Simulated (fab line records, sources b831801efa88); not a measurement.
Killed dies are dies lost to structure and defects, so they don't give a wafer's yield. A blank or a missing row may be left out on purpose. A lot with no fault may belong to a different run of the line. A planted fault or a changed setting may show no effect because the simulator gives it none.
Which tool did it? | flow gf180mcu | Sampling: 13 lots, 39 wafers, 4 of 602 route steps

== WHAT THE GAUGES SHOWED, per wafer ==
GF_CONTACT_CD_MEAS_14: the cd target is 220 nm. Usual: 219.9 nm for cd nm, sd 1.3.
lot  | measured     | on        | cd nm (nm)        | flag
L969 | day 16 01:13 | cd sem-01 | 220.9 219.7 220.5 |
L970 | day 16 08:02 | cd sem-02 | 218.6 219.7 219.1 |
L971 | day 16 22:25 | cd sem-01 | 219.1 219.5 220.3 |
L972 | day 17 03:37 | cd sem-01 | 221.8 223.2 223.4 |
L973 | day 17 13:33 | cd sem-01 | 220.4 219.3 219.6 |
L974 | day 18 00:20 | cd sem-01 | 220.0 220.9 220.7 |
L975 | day 18 02:26 | cd sem-01 | 220.1 220.8 219.1 |
L977 | day 19 00:08 | cd sem-01 | 219.5 218.9 220.4 |
L980 | day 20 08:20 | cd sem-01 | 218.9 218.7 218.5 |
L989 | day 23 09:46 | cd sem-02 | 227.2 230.0 228.2 | OFF
L990 | day 23 13:09 | cd sem-02 | 227.9 228.3 228.5 | OFF
L991 | day 23 20:29 | cd sem-01 | 219.3 218.2 219.0 |
L992 | day 24 13:31 | cd sem-02 | 218.7 220.2 220.0 |

== EACH LOT AND THE TOOL THAT RAN IT (in order: tool; ch and the chambers of the sampled wafers; start) ==
lot  | GF_SALICIDE_RTA_06               | GF_CONTACT_CVD_02               | GF_CONTACT_EXPOSE_11
L969 | rtp anneal-02 ch 0, day 15 02:25 | pecvd-04 ch 0,2, day 15 02:55   | krf scanner-02 ch 0, day 15 13:46
L970 | rtp anneal-01 ch 0, day 15 08:37 | pecvd-04 ch 0,1, day 15 09:02   | krf scanner-01 ch 0, day 15 21:22
L971 | rtp anneal-02 ch 0, day 15 23:13 | pecvd-02 ch 0,1,2, day 15 23:36 | krf scanner-02 ch 0, day 16 11:11
L972 | rtp anneal-01 ch 0, day 16 04:10 | pecvd-03 ch 0,1,2, day 16 04:33 | krf scanner-02 ch 0, day 16 16:16
L973 | rtp anneal-01 ch 0, day 16 13:52 | pecvd-03 ch 0,1, day 16 14:16   | krf scanner-02 ch 0, day 17 02:13
L974 | rtp anneal-02 ch 0, day 17 00:10 | pecvd-02 ch 0,1, day 17 00:39   | krf scanner-01 ch 0, day 17 12:43
L975 | rtp anneal-01 ch 0, day 17 02:00 | pecvd-04 ch 0,1,2, day 17 02:31 | krf scanner-01 ch 0, day 17 14:39
L977 | rtp anneal-01 ch 0, day 17 23:41 | pecvd-03 ch 0,1, day 18 00:05   | krf scanner-02 ch 0, day 18 12:22
L980 | rtp anneal-01 ch 0, day 19 06:39 | pecvd-04 ch 0,1,2, day 19 07:03 | krf scanner-02 ch 0, day 19 19:58
L989 | rtp anneal-02 ch 0, day 22 09:38 | pecvd-03 ch 0,1,2, day 22 10:02 | krf scanner-01 ch 0, day 22 22:31
L990 | rtp anneal-02 ch 0, day 22 13:43 | pecvd-04 ch 0,1, day 22 14:07   | krf scanner-01 ch 0, day 23 01:57
L991 | rtp anneal-01 ch 0, day 22 21:12 | pecvd-02 ch 0,2, day 22 21:35   | krf scanner-02 ch 0, day 23 09:53
L992 | rtp anneal-02 ch 0, day 23 14:20 | pecvd-04 ch 0,1,2, day 23 14:43 | krf scanner-02 ch 0, day 24 02:43
- GF_SALICIDE_RTA_06: time 30 s.
- GF_CONTACT_CVD_02: deposits SiO2 from TEOS, target thk 860 nm, time 95.992 s.
- GF_CONTACT_EXPOSE_11: exposes mask Contact, target cd 220 nm.

== AS READ BY THE TOOLS THEMSELVES (means over the sampled wafers that have a number; for cases with no such wafer, the mark the record gives instead) ==
GF_SALICIDE_RTA_06. Usual: lamp power pct 5.69 %, standard deviation 0.16; wafer_temp_C_max 532.0, standard deviation 0.44.
lot  | tool          | lamp power pct (%) | wafer_temp_C_max | flag
L969 | rtp anneal-02 | 5.55               | 532.4            |
L970 | rtp anneal-01 | 5.87               | 531.1            |
L971 | rtp anneal-02 | 5.54               | 532.0            |
L972 | rtp anneal-01 | 5.86               | 532.5            |
L973 | rtp anneal-01 | 5.87               | 531.8            |
L974 | rtp anneal-02 | 5.55               | 532.5            |
L975 | rtp anneal-01 | 5.87               | 532.6            |
L977 | rtp anneal-01 | 5.87               | 532.0            |
L980 | rtp anneal-01 | 5.86               | 531.7            |
L989 | rtp anneal-02 | 5.55               | 532.2            |
L990 | rtp anneal-02 | 5.55               | 532.2            |
L991 | rtp anneal-01 | 5.86               | 531.9            |
L992 | rtp anneal-02 | 5.54               | 531.6            |

GF_CONTACT_CVD_02. Usual: 629 W for heater power w, sd 140.
lot  | tool     | heater power w (W) | flag
L969 | pecvd-04 | 587                |
L970 | pecvd-04 | 559                |
L971 | pecvd-02 | 678                |
L972 | pecvd-03 | 659                |
L973 | pecvd-03 | 551                |
L974 | pecvd-02 | 714                |
L975 | pecvd-04 | 547                |
L977 | pecvd-03 | 515                |
L980 | pecvd-04 | 587                |
L989 | pecvd-03 | 549                |
L990 | pecvd-04 | 671                |
L991 | pecvd-02 | 625                |
L992 | pecvd-04 | 557                |

GF_CONTACT_EXPOSE_11. Usual: exposure dose mJ cm2 37.99, standard deviation 0.039; stage vel mm s 500.03 mm/s, standard deviation 0.25.
lot  | tool           | exposure dose mJ cm2 | stage vel mm s (mm/s) | flag
L969 | krf scanner-02 | 37.97                | 500.01                |
L970 | krf scanner-01 | 38.01                | 500.16                |
L971 | krf scanner-02 | 37.95                | 500.42                |
L972 | krf scanner-02 | 38.04                | 500.17                |
L973 | krf scanner-02 | 37.98                | 500.01                |
L974 | krf scanner-01 | 38.02                | 500.04                |
L975 | krf scanner-01 | 37.98                | 499.81                |
L977 | krf scanner-02 | 37.99                | 500.04                |
L980 | krf scanner-02 | 38.05                | 499.87                |
L989 | krf scanner-01 | 40.06                | 500.35                | OFF
L990 | krf scanner-01 | 40.13                | 500.10                | OFF
L991 | krf scanner-02 | 38.00                | 500.08                |
L992 | krf scanner-02 | 37.95                | 500.16                |

== THE ANSWER, worked out from the rows above alone ==
Rule: lot off if the mean of its wafers having a number is beyond 3 standard deviations from the usual mean. Also off: a lot with no number at a reading for which 4 or more lots have one. Where the step has rows for the other lots, those lots are counted as sound. The gauges are gone through in route order, then the tools' own readings, and for those a lot's mean is taken as printed above. At the first step where some lot is off, the reading lying furthest off is the one used; lots without a number count as furthest.
Off: L989, L990 (GF_CONTACT_CD_MEAS_14, cd nm).
A tool fits if, at a process step before that reading, it ran every lot that is off, and no sound lot after the first of them. Not tried: the gauges at GF_CONTACT_CD_MEAS_14; whatever is off there is also off at GF_CONTACT_EXPOSE_11, on other tools, and gauge error can't account for it. One fits: GF_CONTACT_EXPOSE_11 on krf scanner-01. A fault onset in the window from L975 (day 17 14:39, its last sound lot) to L989 (day 22 22:31, its first lot off) fits.
The tool's own readings at GF_CONTACT_EXPOSE_11 bear it out: on the lots that are off they differ by more than 5 times the standard deviation of the sound lots' means. exposure dose mJ cm2 reads 40.09 there against 37.99 on the sound lots.

== WHAT THE SIMULATOR HAD PUT IN ==
Process parameter drift: krf scanner-01, from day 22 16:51 on, at GF_CONTACT_EXPOSE_11. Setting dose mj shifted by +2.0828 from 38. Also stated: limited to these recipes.
Lots struck among those shown: L989, L990. This agrees with what the rule above found.
